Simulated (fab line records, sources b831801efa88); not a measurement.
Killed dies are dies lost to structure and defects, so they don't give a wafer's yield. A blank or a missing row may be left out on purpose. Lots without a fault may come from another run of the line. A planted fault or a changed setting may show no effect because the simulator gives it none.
fab line records | flow sky130
record lots=6 wafers=18 last_day=50
route steps=708 shown LDD_HVP@281 LDD_LDN@289
lots that met no fault: from a run of the same line without faults
start_h: hours from the record's first day to the start of the lot's first wafer shown | wait_h: hours since the lot's step before | " the same as in the row above | L1.1+2: a row that stands for several wafers | - no value, or no start given | * or withheld: withheld | < > ~ a bound
route shown NAME@n: a module of which the file shows steps, and the number in the route of the first | usual: mean/standard deviation of fault-free wafers | same: alike in all rows | chamber/n: place in a boat | sites: the reading at each site | _std_site: their standard deviation | _edge_site: outer sites' mean less inner sites' | radius_mm: how far each site lies from the wafer's centre | mask NAME#n: copy n | behind: the tool/chamber that last shaped the wafer | hold: why the lot was held/for how many hours/how that ended | device: the transistor (n, p or np) that didn't switch | end of line: the same wafers' tests at the end of the route | a step without rows: its recipe alone | killed: dies lost to structure and defects at the first sort, not the wafer's yield | map: a wafer's dies, x killed, . not, _ none there
set.NAME: the setting as run; set.NAME@STEP: as run at that earlier step | model.NAME: the simulator's own value behind a step, which no gauge read
lots at some steps of the route; a table a step, a row a wafer
services: from which hour (start_h, from the record's first day; less than 0 if before it) a tool's chamber was out of use, for how many hours, and why
## steps
# step SKY_LDD_HVP_SOFTBAKE_03
# recipe temp_c=90 time_s=60 resist=NOVOLAK
# step SKY_LDD_HVP_EXPOSE_04
# recipe mask_id=HVPTM na=0.6 source_shape=conventional sigma_outer=0.6 polarization=unpolarized target_cd_nm=700 dose_mj=86
# step SKY_LDD_HVP_PEB_05
# recipe temp_c=withheld time_s=* resist=NOVOLAK
# step SKY_LDD_HVP_DEVELOP_06
# recipe resist=NOVOLAK developer=TMAH develop_time_s=60 dev_temp_c=23
# step SKY_LDD_HVP_OVL_MEAS_07
# usual LDD_HVP_OVL=0.4/1.4
# columns lot.wafer tool chamber start_h wait_h LDD_HVP_OVL[nm]
L679.1 overlay-02 - 507.02 0.1 0.8
L679.2 " - " " 0.1
L679.4 " - " " -0.1
L683.2 overlay-01 - 546.62 0.1 -3.0
L683.4 " - " " -2.4
L683.5 " - " " -1.3
L691.1 overlay-02 - 621.37 0.1 1.4
L691.3 " - " " 0.4
L691.5 " - " " -0.4
L692.1 overlay-02 - 624.56 0.1 0.0
L692.4 " - " " -0.6
L692.6 " - " " 0.4
L697.2 overlay-01 - 664.42 0.1 0.3
L697.3 " - " " 1.5
L697.5 " - " " 1.5
L699.2 overlay-02 - 704.82 0.1 1.5
L699.5 " - " " 0.2
L699.6 " - " " -0.8
# step SKY_LDD_HVP_IMPLANT_08
# recipe species=B energy_kev=20 dose_cm2=1.7e+13 tilt_deg=17.9
# step SKY_LDD_HVP_STRIP_09
# recipe chemistry=O2/N2 power_w=1400 pressure_mtorr=1500 platen_temp_c=withheld o2_flow_sccm=3000 n2_flow_sccm=300 overash_fraction=0.5
# usual drypump_motor_current_A=5.9/0.41 oes_product_au=0.408/0.0045 strip_time_to_endpoint_s=4.128/0.014
# columns lot.wafer tool chamber start_h wait_h drypump_motor_current_A oes_product_au rf_hours_counter_h strip_time_to_endpoint_s
L679.1 plasma_asher-01 0 507.20 0.1 6.5 0.423 8 4.130
L679.2 " 1 " " 6.0 0.422 8 4.123
L679.4 " 1 " " 6.0 0.405 - 4.126
L683.2 plasma_asher-03 1 546.80 0.1 5.7 0.407 68 4.131
L683.4 " 0 " " 5.7 0.403 - 4.106
L683.5 " 0 " " 5.7 0.411 - 4.114
L691.1 plasma_asher-01 1 621.56 0.1 6.0 0.407 17 4.127
L691.3 " 1 " " 6.0 0.400 - 4.134
L691.5 " 1 " " 6.0 0.406 - 4.152
L692.1 plasma_asher-03 0 624.75 0.1 5.7 0.405 76 4.135
L692.4 " 1 " " 5.7 0.400 - 4.124
L692.6 " 1 " " 5.7 0.405 - 4.127
L697.2 plasma_asher-03 0 664.60 0.1 5.7 0.411 79 4.127
L697.3 " 0 " " 5.7 0.414 - 4.120
L697.5 " 0 " " 5.7 0.414 - 4.115
L699.2 plasma_asher-02 0 705.00 0.1 5.3 0.405 104 4.140
L699.5 " 0 " " 5.2 0.410 - 4.136
L699.6 " 1 " " 6.1 0.406 - 4.114
# step SKY_LDD_HVP_TW_MEAS_10
# usual LDD_HVP_TW=463/4.1
# columns lot.wafer tool chamber start_h wait_h LDD_HVP_TW
L679.1 film_metro-04 - 507.30 0.1 467
L679.2 " - " " 470
L679.4 " - " " 465
L683.2 film_metro-03 - 546.91 0.1 455
L683.4 " - " " 456
L683.5 " - " " 458
L691.1 film_metro-01 - 621.66 0.1 462
L691.3 " - " " 462
L691.5 " - " " 462
L692.1 film_metro-04 - 624.85 0.1 466
L692.4 " - " " 466
L692.6 " - " " 469
L697.2 film_metro-01 - 664.71 0.1 461
L697.3 " - " " 462
L697.5 " - " " 462
L699.2 film_metro-01 - 705.11 0.1 452
L699.5 " - " " 456
L699.6 " - " " 454
# step SKY_LDD_LDN_DEHYDRATE_00
# recipe temp_c=200 time_s=60
# step SKY_LDD_LDN_HMDS_01
# recipe prime_time_s=60 prime_temp_c=120
# step SKY_LDD_LDN_COAT_02
# recipe resist=NOVOLAK spin_rpm=3000 resist_thk_nm=1140
# step SKY_LDD_LDN_SOFTBAKE_03
# recipe temp_c=90 time_s=60 resist=NOVOLAK
# step SKY_LDD_LDN_EXPOSE_04
# recipe mask_id=LDNTM na=0.6 source_shape=conventional sigma_outer=0.6 polarization=unpolarized target_cd_nm=700 dose_mj=137.7
# usual exposure_dose_mJ_cm2=137.68/0.13 focus_offset_nm=0.0/0.55 na=0.6/0
# columns lot.wafer tool chamber start_h wait_h mask exposure_dose_mJ_cm2 focus_offset_nm na
L679.1 iline_stepper-01 0 522.80 - LDNTM#0 137.73 0.3 0.6
L679.2 " 0 " " LDNTM#0 137.56 0.5 0.6
L679.4 " 0 " " LDNTM#0 137.52 0.6 0.6
L683.2 iline_stepper-02 0 560.89 - LDNTM#0 137.62 0.2 0.6
L683.4 " 0 " " LDNTM#0 137.64 -1.2 0.6
L683.5 " 0 " " LDNTM#0 137.67 -0.3 0.6
L691.1 iline_stepper-02 - 635.80 - LDNTM#0 - - -
L691.3 " - " " LDNTM#0 - - -
L691.5 " - " " LDNTM#0 - - -
L692.1 iline_stepper-02 - 649.47 - LDNTM#0 - - -
L692.4 " - " " LDNTM#0 - - -
L692.6 " - " " LDNTM#0 - - -
L697.2 iline_stepper-02 0 678.36 - LDNTM#0 137.82 0.1 0.6
L697.3 " 0 " " LDNTM#0 137.54 -0.5 0.6
L697.5 " 0 " " LDNTM#0 137.68 -0.4 0.6
L699.2 iline_stepper-01 0 718.59 - LDNTM#0 138.04 0.1 0.6
L699.5 " 0 " " LDNTM#0 137.75 0.8 0.6
L699.6 " 0 " " LDNTM#0 137.77 0.3 0.6
# step SKY_LDD_LDN_PEB_05
# recipe temp_c=withheld time_s=* resist=NOVOLAK
## services
# columns tool chamber start_h hours kind
iline_stepper-02 0 504.92 - calibration
iline_stepper-01 - 506.66 1.7 pm
plasma_asher-01 - 519.50 24.5 repair
plasma_asher-01 - 543.53 1.4 repair
plasma_asher-02 - 559.36 14.6 pm
iline_stepper-01 - 640.29 6.8 repair
iline_stepper-01 - 645.87 3.5 repair
iline_stepper-01 0 664.99 - calibration
iline_stepper-02 - 681.64 2.1 pm
iline_stepper-02 - 683.72 - consumable_replace:lamp
iline_stepper-02 - 684.71 5.9 repair
iline_stepper-02 0 718.13 - calibration
## key
first_sign step=SKY_LDD_LDN_EXPOSE_04 reading=tool_record direction=missing
effect none on later readings
met_at SKY_LDD_LDN_EXPOSE_04
struck_wafers L691.1,L691.3,L691.5,L692.1,L692.4,L692.6
sort_left_out L691.1,L691.3,L691.5,L692.1,L692.4,L692.6
tester_left_out L691,L692
onset_between 560.89 635.80
fault kind=skipped_step_whole tool=iline_stepper-02 chamber=- onset_h=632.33 steps=SKY_LDD_LDN_EXPOSE_04 scope=struck_lots_only
# tester_left_out: of these lots the tester's yield and bins aren't shown, on N5 and GAA mostly nor the transistor test; their killed dies are dies lost to structure and defects alone, not to doping, threshold or leakage, so they don't give the yield
# sort_left_out: the simulated sort isn't trusted on such a fault, so these wafers' sort isn't shown, and their yield isn't known
